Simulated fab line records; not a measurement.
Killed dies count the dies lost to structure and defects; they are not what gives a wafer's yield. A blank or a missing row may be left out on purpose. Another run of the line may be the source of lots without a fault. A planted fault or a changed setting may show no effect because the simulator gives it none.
Which tool was responsible? ; flow gf180mcu ; Sampling: 14 lots, 42 wafers, 2 of 602 route steps

== WHAT THE GAUGES SHOWED, per wafer ==
GF_V5_BOW_MEAS_05. Usual: V5_BOW gives 133 um (standard deviation 9.6).
lot;measured;on;V5_BOW (um);flag
L455;day 26 01:55;film metro-04;139 125 134;
L458;day 27 08:04;film metro-02;144 157 152;
L460;day 28 01:44;film metro-02;121 114 125;
L461;day 28 06:05;film metro-03;147 135 142;
L463;day 28 22:03;film metro-02;130 133 122;
L464;day 28 21:51;film metro-02;143 142 136;
L465;day 29 07:44;film metro-04;129 132 119;
L466;day 29 16:12;film metro-04;147 125 129;
L467;day 29 20:20;film metro-02;130 128 113;
L468;day 30 11:14;film metro-03;134 123 121;
L469;day 30 13:35;film metro-02;150 136 142;
L475;day 32 02:58;film metro-03;122 131 133;
L477;day 32 18:14;film metro-03;122 134 127;
L478;day 33 03:03;film metro-03;142 135 139;

== EACH LOT AND THE TOOL THAT RAN IT (in order: tool; ch and the chambers of the sampled wafers; start) ==
lot;GF_V4_CMP_26
L455;cmp-02 ch 1,2,3, day 24 04:15
L458;cmp-01 ch 1,2,3, day 25 09:34
L460;cmp-01 ch 0,1,2, day 26 08:17
L461;cmp-02 ch 1,2,3, day 26 12:55
L463;cmp-02 ch 0,1,2, day 27 03:31
L464;cmp-02 ch 0,1,3, day 27 04:04
L465;cmp-02 ch 0,1,3, day 27 15:04
L466;cmp-02 ch 1,3, day 27 23:58
L467;cmp-01 ch 0,1,2, day 28 04:30
L468;cmp-01 ch 0,1, day 28 20:19
L469;cmp-01 ch 0,1, day 28 23:07
L475;cmp-01 ch 0,2,3, day 30 13:22
L477;cmp-02 ch 1,2,3, day 31 06:46
L478;cmp-01 ch 0,1,2, day 31 15:49
- GF_V4_CMP_26: polishes, stops on SiO2, t overpolish 15 s, target thk 0 nm.

== WHAT THE TOOLS THEMSELVES READ (means of the sampled wafers that have a number; where no wafer has one, the mark that the record gives instead) ==
GF_V4_CMP_26. Usual: motor current A 10.9 A, standard deviation 0.97; overpolish run s 15.000 s, standard deviation 0.0085; retaining ring pressure frac 1.000, standard deviation 0.0048; time to endpoint s 85.8 s, standard deviation 2.9.
lot;tool;motor current A (A);overpolish run s (s);retaining ring pressure frac;time to endpoint s (s);flag
L455;cmp-02;11.2;14.994;1.002;84.0;
L458;cmp-01;10.4;15.002;0.998;82.1;
L460;cmp-01;10.8;15.000;0.999;86.0;
L461;cmp-02;11.1;15.002;1.002;86.6;
L463;cmp-02;11.7;14.996;0.998;80.7;
L464;cmp-02;11.2;14.999;0.997;84.7;
L465;cmp-02;11.2;15.004;1.003;83.2;
L466;cmp-02;11.8;15.006;1.002;86.4;
L467;cmp-01;11.5;15.009;1.001;89.5;
L468;cmp-01;10.5;14.996;1.008;89.2;
L469;cmp-01;10.4;15.000;1.001;88.7;
L475;cmp-01;10.8;15.003;0.996;85.5;
L477;cmp-02;11.2;14.994;1.001;83.5;
L478;cmp-01;11.1;14.997;1.004;83.2;

== THE ANSWER, worked out from the rows above alone ==
Rule: a lot is off if the mean of its wafers that have a number lies more than 3 standard deviations from the usual mean. Also off: a lot with no number at a reading for which 4 or more lots have one. The other lots that the step has rows for count as sound. After the gauges, taken in route order, come the tools' own readings; for these a lot's mean is taken, as printed above. At the first step where some lot is off, the reading lying furthest off is the one used; lots without a number count as furthest.
Across all readings shown, no lot is off: no conclusion can be drawn from this.

== WHAT THE SIMULATOR PUT IN ==
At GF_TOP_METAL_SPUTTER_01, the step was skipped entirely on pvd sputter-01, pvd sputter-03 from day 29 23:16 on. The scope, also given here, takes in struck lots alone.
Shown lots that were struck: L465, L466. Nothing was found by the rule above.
